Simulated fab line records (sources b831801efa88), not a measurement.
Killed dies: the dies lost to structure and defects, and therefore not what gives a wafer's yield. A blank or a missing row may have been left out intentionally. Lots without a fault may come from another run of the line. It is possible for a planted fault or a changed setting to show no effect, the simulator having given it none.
Which tool is to blame? || flow gf180mcu || 39 wafers from 13 lots sampled at 4 of the route's 602 steps

WHAT EACH GAUGE READ, for each wafer
GF_VT_IMPLANT_OVL_MEAS_29. Usual: VT_IMPLANT_02_OVL gives 0.2 nm (standard deviation 1.7).
{"lot": "L132", "measured": "day 7 00:42", "on": "overlay-02", "VT_IMPLANT_02_OVL (nm)": "-0.7 -0.6 -0.3", "flag": ""}
{"lot": "L135", "measured": "day 7 16:25", "on": "overlay-01", "VT_IMPLANT_02_OVL (nm)": "-0.5 0.2 -0.4", "flag": ""}
{"lot": "L136", "measured": "day 7 20:28", "on": "overlay-01", "VT_IMPLANT_02_OVL (nm)": "-1.1 -0.1 -1.1", "flag": ""}
{"lot": "L137", "measured": "day 8 03:13", "on": "overlay-01", "VT_IMPLANT_02_OVL (nm)": "2.2 1.4 2.1", "flag": ""}
{"lot": "L138", "measured": "day 8 10:20", "on": "overlay-02", "VT_IMPLANT_02_OVL (nm)": "3.8 2.6 0.6", "flag": ""}
{"lot": "L139", "measured": "day 8 18:02", "on": "overlay-02", "VT_IMPLANT_02_OVL (nm)": "0.5 -1.6 -0.3", "flag": ""}
{"lot": "L140", "measured": "day 8 22:28", "on": "overlay-02", "VT_IMPLANT_02_OVL (nm)": "1.4 1.1 2.3", "flag": ""}
{"lot": "L143", "measured": "day 9 18:02", "on": "overlay-02", "VT_IMPLANT_02_OVL (nm)": "0.6 -1.3 0.2", "flag": ""}
{"lot": "L146", "measured": "day 10 13:20", "on": "overlay-01", "VT_IMPLANT_02_OVL (nm)": "2.1 0.0 0.9", "flag": ""}
{"lot": "L149", "measured": "day 11 10:06", "on": "overlay-01", "VT_IMPLANT_02_OVL (nm)": "1.2 1.5 1.3", "flag": ""}
{"lot": "L153", "measured": "day 12 13:12", "on": "overlay-01", "VT_IMPLANT_02_OVL (nm)": "1.2 2.0 0.9", "flag": ""}
{"lot": "L154", "measured": "day 12 18:47", "on": "overlay-02", "VT_IMPLANT_02_OVL (nm)": "-0.2 0.1 0.7", "flag": ""}
{"lot": "L155", "measured": "day 13 00:56", "on": "overlay-01", "VT_IMPLANT_02_OVL (nm)": "2.2 1.7 0.8", "flag": ""}

GF_VT_IMPLANT_OVL_MEAS_40. Usual: VT_IMPLANT_03_OVL gives 0.2 nm (standard deviation 1.3).
{"lot": "L132", "measured": "day 7 16:27", "on": "overlay-02", "VT_IMPLANT_03_OVL (nm)": "0.9 1.5 1.7", "flag": ""}
{"lot": "L135", "measured": "day 8 08:27", "on": "overlay-02", "VT_IMPLANT_03_OVL (nm)": "-0.2 1.8 0.7", "flag": ""}
{"lot": "L136", "measured": "day 8 12:34", "on": "overlay-02", "VT_IMPLANT_03_OVL (nm)": "1.1 0.5 1.4", "flag": ""}
{"lot": "L137", "measured": "day 8 19:16", "on": "overlay-01", "VT_IMPLANT_03_OVL (nm)": "-0.1 0.0 1.4", "flag": ""}
{"lot": "L138", "measured": "day 9 03:06", "on": "overlay-02", "VT_IMPLANT_03_OVL (nm)": "-3.4 -2.1 -2.8", "flag": ""}
{"lot": "L139", "measured": "day 9 11:02", "on": "overlay-01", "VT_IMPLANT_03_OVL (nm)": "-0.9 0.1 2.4", "flag": ""}
{"lot": "L140", "measured": "day 9 15:34", "on": "overlay-02", "VT_IMPLANT_03_OVL (nm)": "0.2 -1.1 -1.1", "flag": ""}
{"lot": "L143", "measured": "day 10 11:26", "on": "overlay-01", "VT_IMPLANT_03_OVL (nm)": "-1.7 -2.1 -1.4", "flag": ""}
{"lot": "L146", "measured": "day 11 07:48", "on": "overlay-01", "VT_IMPLANT_03_OVL (nm)": "2.9 1.7 1.8", "flag": ""}
{"lot": "L149", "measured": "day 12 04:42", "on": "overlay-02", "VT_IMPLANT_03_OVL (nm)": "0.6 0.1 0.2", "flag": ""}
{"lot": "L153", "measured": "day 13 09:27", "on": "overlay-01", "VT_IMPLANT_03_OVL (nm)": "1.4 1.9 1.8", "flag": ""}
{"lot": "L154", "measured": "day 13 14:54", "on": "overlay-01", "VT_IMPLANT_03_OVL (nm)": "-0.2 0.3 0.4", "flag": ""}
{"lot": "L155", "measured": "day 13 21:05", "on": "overlay-02", "VT_IMPLANT_03_OVL (nm)": "-1.8 -1.1 -1.4", "flag": ""}

WHAT TOOL EACH LOT RAN ON (gives the tool, then ch and the chambers of the sampled wafers, and finally the start)
{"lot": "L132", "GF_STI_CVD_03": "lpcvd-01 ch 1, day 1 15:04", "GF_NWELL_STRIP_10": "plasma_asher-03 ch 0,1, day 3 11:29"}
{"lot": "L135", "GF_STI_CVD_03": "lpcvd-01 ch 0, day 2 02:34", "GF_NWELL_STRIP_10": "plasma_asher-03 ch 0,1, day 4 00:26"}
{"lot": "L136", "GF_STI_CVD_03": "lpcvd-01 ch 0, day 2 07:58", "GF_NWELL_STRIP_10": "plasma_asher-03 ch 0,1, day 4 05:04"}
{"lot": "L137", "GF_STI_CVD_03": "lpcvd-02 ch 0, day 2 12:34", "GF_NWELL_STRIP_10": "plasma_asher-02 ch 0,1, day 4 09:46"}
{"lot": "L138", "GF_STI_CVD_03": "lpcvd-01 ch 1, day 2 17:50", "GF_NWELL_STRIP_10": "plasma_asher-04 ch 0,1, day 4 15:02"}
{"lot": "L139", "GF_STI_CVD_03": "lpcvd-01 ch 0, day 2 23:52", "GF_NWELL_STRIP_10": "plasma_asher-04 ch 0,1, day 4 22:32"}
{"lot": "L140", "GF_STI_CVD_03": "lpcvd-01 ch 0, day 3 04:01", "GF_NWELL_STRIP_10": "plasma_asher-02 ch 0,1, day 5 02:52"}
{"lot": "L143", "GF_STI_CVD_03": "lpcvd-01 ch 1, day 3 18:34", "GF_NWELL_STRIP_10": "plasma_asher-04 ch 0, day 5 17:56"}
{"lot": "L146", "GF_STI_CVD_03": "lpcvd-01 ch 1, day 4 09:34", "GF_NWELL_STRIP_10": "plasma_asher-04 ch 0,1, day 6 10:44"}
{"lot": "L149", "GF_STI_CVD_03": "lpcvd-01 ch 0, day 5 01:00", "GF_NWELL_STRIP_10": "plasma_asher-03 ch 0,1, day 7 03:53"}
{"lot": "L153", "GF_STI_CVD_03": "lpcvd-02 ch 0, day 5 20:34", "GF_NWELL_STRIP_10": "plasma_asher-02 ch 0,1, day 8 01:44"}
{"lot": "L154", "GF_STI_CVD_03": "lpcvd-02 ch 0, day 6 01:34", "GF_NWELL_STRIP_10": "plasma_asher-02 ch 0,1, day 8 06:23"}
{"lot": "L155", "GF_STI_CVD_03": "lpcvd-02 ch 0, day 6 06:34", "GF_NWELL_STRIP_10": "plasma_asher-03 ch 0,1, day 8 12:20"}
- GF_STI_CVD_03: deposits Si3N4 from DCS/NH3, target thk 207.16 nm, time 3551 s.
- GF_NWELL_STRIP_10: strips in O2/N2.

AS READ BY THE TOOLS THEMSELVES (means over the sampled wafers that have a number; for cases with no such wafer, the mark the record gives instead)
GF_STI_CVD_03. Usual: spike_tc_centre_C 771.0 C, standard deviation 1.4; spike_tc_top_C 783.5 C, standard deviation 2.3; susceptor_temp_C 770.0 C, standard deviation 0.33; zone_power_centre_pct 13.5 %, standard deviation 0.9.
{"lot": "L132", "tool": "lpcvd-01", "spike_tc_centre_C (C)": 772.7, "spike_tc_top_C (C)": 784.0, "susceptor_temp_C (C)": 769.9, "zone_power_centre_pct (%)": 14.9, "flag": ""}
{"lot": "L135", "tool": "lpcvd-01", "spike_tc_centre_C (C)": 770.4, "spike_tc_top_C (C)": 781.7, "susceptor_temp_C (C)": 770.0, "zone_power_centre_pct (%)": 13.6, "flag": ""}
{"lot": "L136", "tool": "lpcvd-01", "spike_tc_centre_C (C)": 770.7, "spike_tc_top_C (C)": 782.4, "susceptor_temp_C (C)": 769.6, "zone_power_centre_pct (%)": 13.6, "flag": ""}
{"lot": "L137", "tool": "lpcvd-02", "spike_tc_centre_C (C)": 771.3, "spike_tc_top_C (C)": 785.9, "susceptor_temp_C (C)": 770.4, "zone_power_centre_pct (%)": 12.4, "flag": ""}
{"lot": "L138", "tool": "lpcvd-01", "spike_tc_centre_C (C)": 771.8, "spike_tc_top_C (C)": 783.2, "susceptor_temp_C (C)": 770.1, "zone_power_centre_pct (%)": 14.8, "flag": ""}
{"lot": "L139", "tool": "lpcvd-01", "spike_tc_centre_C (C)": 771.1, "spike_tc_top_C (C)": 781.5, "susceptor_temp_C (C)": 770.2, "zone_power_centre_pct (%)": 13.4, "flag": ""}
{"lot": "L140", "tool": "lpcvd-01", "spike_tc_centre_C (C)": 771.1, "spike_tc_top_C (C)": 782.4, "susceptor_temp_C (C)": 770.1, "zone_power_centre_pct (%)": 13.6, "flag": ""}
{"lot": "L143", "tool": "lpcvd-01", "spike_tc_centre_C (C)": 772.7, "spike_tc_top_C (C)": 784.0, "susceptor_temp_C (C)": 769.7, "zone_power_centre_pct (%)": 14.7, "flag": ""}
{"lot": "L146", "tool": "lpcvd-01", "spike_tc_centre_C (C)": 772.1, "spike_tc_top_C (C)": 782.6, "susceptor_temp_C (C)": 769.9, "zone_power_centre_pct (%)": 14.8, "flag": ""}
{"lot": "L149", "tool": "lpcvd-01", "spike_tc_centre_C (C)": 782.7, "spike_tc_top_C (C)": 780.4, "susceptor_temp_C (C)": 770.0, "zone_power_centre_pct (%)": 16.5, "flag": "OFF"}
{"lot": "L153", "tool": "lpcvd-02", "spike_tc_centre_C (C)": 769.7, "spike_tc_top_C (C)": 786.8, "susceptor_temp_C (C)": 770.4, "zone_power_centre_pct (%)": 12.4, "flag": ""}
{"lot": "L154", "tool": "lpcvd-02", "spike_tc_centre_C (C)": 770.2, "spike_tc_top_C (C)": 786.1, "susceptor_temp_C (C)": 770.2, "zone_power_centre_pct (%)": 12.3, "flag": ""}
{"lot": "L155", "tool": "lpcvd-02", "spike_tc_centre_C (C)": 771.5, "spike_tc_top_C (C)": 786.1, "susceptor_temp_C (C)": 770.0, "zone_power_centre_pct (%)": 12.2, "flag": ""}

GF_NWELL_STRIP_10. Usual: drypump_motor_current_A 5.6 A, standard deviation 0.59; heater_power_w 355 W, standard deviation 17; o2_flow_sccm 2999 sccm, standard deviation 8.2; oes_product_au 0.723 a.u., standard deviation 0.0046; strip_time_to_endpoint_s 36.98 s, standard deviation 0.1.
{"lot": "L132", "tool": "plasma_asher-03", "drypump_motor_current_A (A)": 5.7, "heater_power_w (W)": 355, "o2_flow_sccm (sccm)": 2991, "oes_product_au (a.u.)": 0.719, "strip_time_to_endpoint_s (s)": 36.97, "flag": ""}
{"lot": "L135", "tool": "plasma_asher-03", "drypump_motor_current_A (A)": 5.7, "heater_power_w (W)": 348, "o2_flow_sccm (sccm)": 2997, "oes_product_au (a.u.)": 0.720, "strip_time_to_endpoint_s (s)": 37.05, "flag": ""}
{"lot": "L136", "tool": "plasma_asher-03", "drypump_motor_current_A (A)": 5.7, "heater_power_w (W)": 359, "o2_flow_sccm (sccm)": 3000, "oes_product_au (a.u.)": 0.723, "strip_time_to_endpoint_s (s)": 36.92, "flag": ""}
{"lot": "L137", "tool": "plasma_asher-02", "drypump_motor_current_A (A)": 6.3, "heater_power_w (W)": 354, "o2_flow_sccm (sccm)": 3006, "oes_product_au (a.u.)": 0.728, "strip_time_to_endpoint_s (s)": 37.00, "flag": ""}
{"lot": "L138", "tool": "plasma_asher-04", "drypump_motor_current_A (A)": 5.0, "heater_power_w (W)": 365, "o2_flow_sccm (sccm)": 2998, "oes_product_au (a.u.)": 0.720, "strip_time_to_endpoint_s (s)": 37.01, "flag": ""}
{"lot": "L139", "tool": "plasma_asher-04", "drypump_motor_current_A (A)": 5.0, "heater_power_w (W)": 365, "o2_flow_sccm (sccm)": 2998, "oes_product_au (a.u.)": 0.717, "strip_time_to_endpoint_s (s)": 37.10, "flag": ""}
{"lot": "L140", "tool": "plasma_asher-02", "drypump_motor_current_A (A)": 6.3, "heater_power_w (W)": 355, "o2_flow_sccm (sccm)": 3009, "oes_product_au (a.u.)": 0.727, "strip_time_to_endpoint_s (s)": 37.01, "flag": ""}
{"lot": "L143", "tool": "plasma_asher-04", "drypump_motor_current_A (A)": 4.9, "heater_power_w (W)": 341, "o2_flow_sccm (sccm)": 2999, "oes_product_au (a.u.)": 0.722, "strip_time_to_endpoint_s (s)": 36.85, "flag": ""}
{"lot": "L146", "tool": "plasma_asher-04", "drypump_motor_current_A (A)": 5.0, "heater_power_w (W)": 350, "o2_flow_sccm (sccm)": 2999, "oes_product_au (a.u.)": 0.726, "strip_time_to_endpoint_s (s)": 36.95, "flag": ""}
{"lot": "L149", "tool": "plasma_asher-03", "drypump_motor_current_A (A)": 5.9, "heater_power_w (W)": 363, "o2_flow_sccm (sccm)": 3003, "oes_product_au (a.u.)": 0.725, "strip_time_to_endpoint_s (s)": 37.08, "flag": ""}
{"lot": "L153", "tool": "plasma_asher-02", "drypump_motor_current_A (A)": 6.3, "heater_power_w (W)": 359, "o2_flow_sccm (sccm)": 3004, "oes_product_au (a.u.)": 0.726, "strip_time_to_endpoint_s (s)": 36.98, "flag": ""}
{"lot": "L154", "tool": "plasma_asher-02", "drypump_motor_current_A (A)": 6.0, "heater_power_w (W)": 346, "o2_flow_sccm (sccm)": 3002, "oes_product_au (a.u.)": 0.723, "strip_time_to_endpoint_s (s)": 36.74, "flag": ""}
{"lot": "L155", "tool": "plasma_asher-03", "drypump_motor_current_A (A)": 5.7, "heater_power_w (W)": 357, "o2_flow_sccm (sccm)": 2995, "oes_product_au (a.u.)": 0.723, "strip_time_to_endpoint_s (s)": 37.08, "flag": ""}

THE ANSWER, worked out from the rows above alone
Rule: a lot counts as off when the mean over its wafers that have a number is more than 3 standard deviations away from the usual mean. A lot without any number at a reading at which 4 lots or more have one is off too. The other lots that the step has rows for count as sound. First the gauges in route order, then the tools' own readings, where a lot's mean is used as printed above. The first step at which some lot is off is used, and at that step the reading that is off furthest; a lot without a number counts as furthest.
Off: L149 (GF_STI_CVD_03, spike_tc_centre_C).
If a tool, at that step or one of the process steps before it, ran each lot that is off and ran no sound lot following the first of them, it fits. One candidate fits, namely lpcvd-01 at GF_STI_CVD_03. A fault onset in the window from L146 (day 4 09:34, its last sound lot) to L149 (day 5 01:00, its first lot off) fits.
The tool's own readings at GF_STI_CVD_03 bear it out: on the lots that are off they differ by more than 5 times the standard deviation of the sound lots' means. spike_tc_centre_C reads 782.7 C there against 771.3 C on the sound lots.

WHAT HAD BEEN PUT IN BY THE SIMULATOR
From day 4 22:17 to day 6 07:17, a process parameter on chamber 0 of lpcvd-01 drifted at GF_STI_CVD_03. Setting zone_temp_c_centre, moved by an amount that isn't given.
Lots struck among those shown: L149. The rule given above showed the same thing.
